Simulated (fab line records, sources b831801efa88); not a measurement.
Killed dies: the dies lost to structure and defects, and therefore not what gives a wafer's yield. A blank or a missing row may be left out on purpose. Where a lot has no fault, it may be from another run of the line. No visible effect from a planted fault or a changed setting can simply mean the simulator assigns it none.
Problem report in the 8D (eight disciplines) form, filled by code    flow sky130    the parts of the form that need people (team, actions taken, sign-off) are left out

## 1. WHAT WENT WRONG
At SKY_SD_P_CD_MEAS_07, cd-nm averages 427.5 nm over 3 wafers from 3 lots, while fault-free wafers read 381.4 nm, standard deviation 2.9. That puts it +16 standard deviations away from the usual mean.
The step: target cd 380 nm.
First observed at day 31 04:55: wafer L573.1, on cd-sem-01. The record has a number at this step for 33 wafers belonging to 12 lots. Rule for "out", or "out of limits": more than 4 standard deviations from the usual mean. The rest of the wafers with a number are treated as sound.

## 2. WHAT THIS IS AND IS NOT
question                     is                      is not
which readings at this step  cd-nm                   -
which lots                   L573, L574, L575        L558, L559, L561, L564, L565, L567, L569, L572, L578
which wafers of those lots   L573.1, L574.4, L575.4  L573.5, L574.3, L575.3
read on which gauges         cd-sem-01, cd-sem-02    -
when                         from day 31 04:55       up to then (25 sound wafers); but 5 sound wafers of L574, L575, L578 came after

## 3. WHAT RULES OUT EACH SUSPECT
Counting: a tool at a process step up to the reading stays a suspect if it ran every lot that is out. Sound lots after the first of them don't rule it out here, since some wafers of a struck lot are sound.
- ruled out: the gauge at SKY_SD_P_CD_MEAS_07. 2 gauges (cd-sem-01, cd-sem-02) read the wafers that are out.
- litho-track-02 at SKY_SD_P_COAT_02 (resist thk 1140 nm): kept. It processed each lot that is out (first: L573, day 30 15:31); up to then, its last sound lot is L572 (day 30 07:38).
The count leaves litho-track-02 at SKY_SD_P_COAT_02.

## 4. THE CAUSE (what the simulator had put in)
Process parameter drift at SKY_SD_P_COAT_02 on litho-track-02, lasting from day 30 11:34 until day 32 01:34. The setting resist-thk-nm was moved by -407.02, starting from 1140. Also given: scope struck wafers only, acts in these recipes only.
Counting left only this tool.

## 5. SEQUENCE OF EFFECTS, ordered by route
Each row: a reading where the mean over the struck wafers with a number is more than 3 standard deviations away from the usual. Only readings for which the record gives a usual standard deviation are gone through. hours: the time from each lot's start at the first step in this table that gives one to its start at this step, as a median over the lots. sigmas: the change in usual standard deviations.
hours  step                 reading                   usual       on struck wafers  change  sigmas
0      SKY_SD_P_CD_MEAS_07  cd-nm                     381.4 nm    427.5             +46.1   +16
0      SKY_SD_P_STRIP_10    oes-product-au            0.617 a.u.  0.578             -0.039  -8.1
0      SKY_SD_P_STRIP_10    strip-time-to-endpoint-s  17.49 s     12.87             -4.62   -99 or more
The process steps in it:
- SKY_SD_P_STRIP_10: strips in O2/N2.

## 6. HOW IT WOULD HAVE BEEN CAUGHT EARLIER
17 hours passed between the start of the fault at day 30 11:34 and the first reading out of limits at a measuring or inspecting step in this record, taken at day 31 04:55.
Of the tool readings at SKY_SD_P_COAT_02 for which the record gives a usual standard deviation, none was out on any struck wafer, so an alarm limit of 4 standard deviations on them would not have fired.
By day 31 04:55, every lot that is out (3) had started SKY_SD_P_COAT_02 on litho-track-02. A hold on the tool at that time would have spared none of them.
